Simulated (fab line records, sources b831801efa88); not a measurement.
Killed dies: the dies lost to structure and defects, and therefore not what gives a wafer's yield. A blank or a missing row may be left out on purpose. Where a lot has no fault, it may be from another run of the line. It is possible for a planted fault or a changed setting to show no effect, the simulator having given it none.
What tool caused it?    flow sky130    15 lots with 45 wafers sampled at 5 steps, on a route of 708 steps

WHAT THE GAUGES READ, wafer by wafer
SKY_METAL4_CD_MEAS_13: the cd target is 300 nm. Usual: cd nm at 300.1 nm, with a standard deviation of 1.2.
lot   measured      on         cd nm (nm)         flag
L280  day 41 21:44  cd sem-01  298.6 299.7 301.2  
L283  day 43 10:08  cd sem-02  300.0 299.0 300.9  
L285  day 43 13:17  cd sem-01  298.8 298.9 299.1  
L284  day 43 17:17  cd sem-02  299.5 300.1 300.3  
L286  day 44 01:42  cd sem-02  194.3 194.2 302.0  OFF
L287  day 44 10:50  cd sem-01  195.0 195.1 300.6  OFF
L288  day 44 12:46  cd sem-02  193.4 195.0 300.0  OFF
L295  day 46 23:29  cd sem-01  301.4 302.5 301.7  
L296  day 47 04:10  cd sem-01  299.9 300.6 300.4  
L297  day 47 15:33  cd sem-01  302.1 300.3 300.5  
L298  day 47 19:09  cd sem-01  299.2 297.8 299.8  
L300  day 48 03:21  cd sem-01  300.5 300.8 301.3  
L302  day 48 06:32  cd sem-02  298.4 300.3 299.7  
L301  day 48 08:20  cd sem-02  299.1 300.5 300.1  
L303  day 48 10:43  cd sem-02  302.6 300.7 302.4  

WHAT TOOL EACH LOT RAN ON (gives the tool, then ch and the chambers of the sampled wafers, and finally the start)
lot   SKY_METAL4_SPUTTER_03         SKY_CAP2M_METAL_ETCH_13            SKY_CAP2M_STRIP_14                    SKY_METAL4_EXPOSE_10
L280  pvd sputter-04, day 39 19:40  rie metal-03 ch 0,1, day 40 20:37  plasma asher-03 ch 0,1, day 40 20:42  krf scanner-01 ch 0, day 41 09:54
L283  pvd sputter-01, day 41 09:40  rie metal-03 ch 0,1, day 42 09:39  plasma asher-03 ch 0,1, day 42 09:44  krf scanner-01 ch 0, day 42 22:25
L285  pvd sputter-01, day 41 12:26  rie metal-01 ch 0,1, day 42 12:46  plasma asher-04 ch 0,1, day 42 12:50  krf scanner-02 ch 0, day 43 01:24
L284  pvd sputter-01, day 41 17:33  rie metal-04 ch 0,1, day 42 17:14  plasma asher-03 ch 0,1, day 42 17:19  krf scanner-02 ch 0, day 43 06:43
L286  pvd sputter-03, day 42 02:58  rie metal-04 ch 0,1, day 43 02:16  plasma asher-03 ch 0,1, day 43 02:20  krf scanner-02 ch 0, day 43 14:39
L287  pvd sputter-04, day 42 12:13  rie metal-04 ch 0,1, day 43 11:50  plasma asher-04 ch 0,1, day 43 11:55  krf scanner-02 ch 0, day 43 23:40
L288  pvd sputter-04, day 42 13:41  rie metal-01 ch 0,1, day 43 13:41  plasma asher-03 ch 0,1, day 43 13:46  krf scanner-02 ch 0, day 44 01:37
L295  pvd sputter-01, day 45 05:05  rie metal-01 ch 0,1, day 46 02:10  plasma asher-03 ch 0,1, day 46 02:15  krf scanner-01 ch 0, day 46 13:25
L296  pvd sputter-01, day 45 10:11  rie metal-03 ch 1, day 46 07:32    plasma asher-02 ch 1, day 46 07:37    krf scanner-01 ch 0, day 46 17:48
L297  pvd sputter-01, day 45 21:11  rie metal-03 ch 0,1, day 46 18:07  plasma asher-04 ch 0,1, day 46 18:11  krf scanner-02 ch 0, day 47 06:08
L298  pvd sputter-01, day 46 02:14  rie metal-04 ch 0,1, day 46 22:53  plasma asher-04 ch 0,1, day 46 22:58  krf scanner-01 ch 0, day 47 10:14
L300  pvd sputter-03, day 46 09:38  rie metal-01 ch 0,1, day 47 06:31  plasma asher-02 ch 0,1, day 47 06:37  krf scanner-01 ch 0, day 47 16:52
L302  pvd sputter-04, day 46 13:13  rie metal-04 ch 1, day 47 10:13    plasma asher-03 ch 0,1, day 47 10:23  krf scanner-01 ch 0, day 47 20:39
L301  pvd sputter-04, day 46 15:26  rie metal-01 ch 0,1, day 47 12:11  plasma asher-04 ch 0,1, day 47 12:18  krf scanner-01 ch 0, day 47 22:56
L303  pvd sputter-04, day 46 17:44  rie metal-03 ch 0, day 47 14:25    plasma asher-03 ch 1, day 47 14:29    krf scanner-01 ch 0, day 48 01:19
- SKY_METAL4_SPUTTER_03: material Ti, target thk 5 nm, time 3.3 s.
- SKY_CAP2M_METAL_ETCH_13: etches TiN in Cl2/BCl3, stops on SiO2, target depth 220 nm, time 62.9 s.
- SKY_CAP2M_STRIP_14: strips in O2/N2.
- SKY_METAL4_EXPOSE_10: exposes mask MM4, target cd 300 nm.

WHAT THE TOOLS THEMSELVES READ (means of the sampled wafers that have a number; where no wafer has one, the mark that the record gives instead)
SKY_METAL4_SPUTTER_03. Usual: cathode dc power W 3000.0 W, standard deviation 0.57; throttle valve pct 29.9 %, standard deviation 0.91.
lot   tool            cathode dc power W (W)  throttle valve pct (%)  flag
L280  pvd sputter-04  3000.4                  30.4                    
L283  pvd sputter-01  2999.8                  28.9                    
L285  pvd sputter-01  2999.9                  30.0                    
L284  pvd sputter-01  3000.0                  29.4                    
L286  pvd sputter-03  3000.1                  30.0                    
L287  pvd sputter-04  3000.0                  30.0                    
L288  pvd sputter-04  2999.8                  30.2                    
L295  pvd sputter-01  2999.9                  30.2                    
L296  pvd sputter-01  2999.6                  30.1                    
L297  pvd sputter-01  3000.6                  29.4                    
L298  pvd sputter-01  2999.8                  30.0                    
L300  pvd sputter-03  3000.1                  29.7                    
L302  pvd sputter-04  3000.1                  30.3                    
L301  pvd sputter-04  3000.6                  30.3                    
L303  pvd sputter-04  3000.0                  29.9                    

SKY_CAP2M_METAL_ETCH_13. Usual: drypump motor current A 5.4 A, standard deviation 0.43; oes product au 0.942 a.u., standard deviation 0.0079; throttle valve pct 21.902 %, standard deviation 0.011.
lot   tool          drypump motor current A (A)  oes product au (a.u.)  throttle valve pct (%)  flag
L280  rie metal-03  5.3                          0.941                  21.896                  
L283  rie metal-03  5.4                          0.939                  21.907                  
L285  rie metal-01  5.8                          0.948                  21.902                  
L284  rie metal-04  5.1                          0.943                  21.889                  
L286  rie metal-04  5.1                          0.947                  21.912                  
L287  rie metal-04  5.5                          0.932                  21.911                  
L288  rie metal-01  5.8                          0.939                  21.911                  
L295  rie metal-01  5.5                          0.938                  21.907                  
L296  rie metal-03  5.3                          0.948                  21.903                  
L297  rie metal-03  5.4                          0.933                  21.907                  
L298  rie metal-04  5.1                          0.947                  21.895                  
L300  rie metal-01  5.4                          0.939                  21.902                  
L302  rie metal-04  4.8                          0.947                  21.890                  
L301  rie metal-01  5.5                          0.932                  21.906                  
L303  rie metal-03  5.4                          0.946                  21.897                  

SKY_CAP2M_STRIP_14. Usual: drypump motor current A 5.5 A, standard deviation 0.5; oes product au 0.710 a.u., standard deviation 0.0041; strip time to endpoint s 12.68 s, standard deviation 0.052.
lot   tool             drypump motor current A (A)  oes product au (a.u.)  strip time to endpoint s (s)  flag
L280  plasma asher-03  6.0                          0.711                  12.61                         
L283  plasma asher-03  6.0                          0.713                  12.67                         
L285  plasma asher-04  5.0                          0.707                  12.75                         
L284  plasma asher-03  6.2                          0.709                  12.73                         
L286  plasma asher-03  6.0                          0.712                  12.75                         
L287  plasma asher-04  5.0                          0.709                  12.65                         
L288  plasma asher-03  6.2                          0.712                  12.67                         
L295  plasma asher-03  6.1                          0.713                  12.71                         
L296  plasma asher-02  5.6                          0.712                  12.72                         
L297  plasma asher-04  5.1                          0.708                  12.69                         
L298  plasma asher-04  5.1                          0.709                  12.72                         
L300  plasma asher-02  5.3                          0.710                  12.74                         
L302  plasma asher-03  6.1                          0.709                  12.67                         
L301  plasma asher-04  5.0                          0.709                  12.65                         
L303  plasma asher-03  5.8                          0.713                  12.66                         

THE ANSWER, worked out from the rows above alone
Rule: a lot is off if the mean of its wafers that have a number lies more than 3 standard deviations from the usual mean. A lot without any number at a reading at which 4 lots or more have one is off too. Where the step has rows for the other lots, those lots are counted as sound. First the gauges in route order, then the tools' own readings, where a lot's mean is used as printed above. At the first step where some lot is off, the reading lying furthest off is the one used; lots without a number count as furthest.
Off at SKY_METAL4_CD_MEAS_13 (cd nm): L286, L287, L288.
A tool fits if, at a process step before that reading, it ran every lot that is off, and no sound lot after the first of them. The gauges at SKY_METAL4_CD_MEAS_13 are tried like those tools. No candidate that was tried fits.

WHAT THE SIMULATOR HAD INSERTED
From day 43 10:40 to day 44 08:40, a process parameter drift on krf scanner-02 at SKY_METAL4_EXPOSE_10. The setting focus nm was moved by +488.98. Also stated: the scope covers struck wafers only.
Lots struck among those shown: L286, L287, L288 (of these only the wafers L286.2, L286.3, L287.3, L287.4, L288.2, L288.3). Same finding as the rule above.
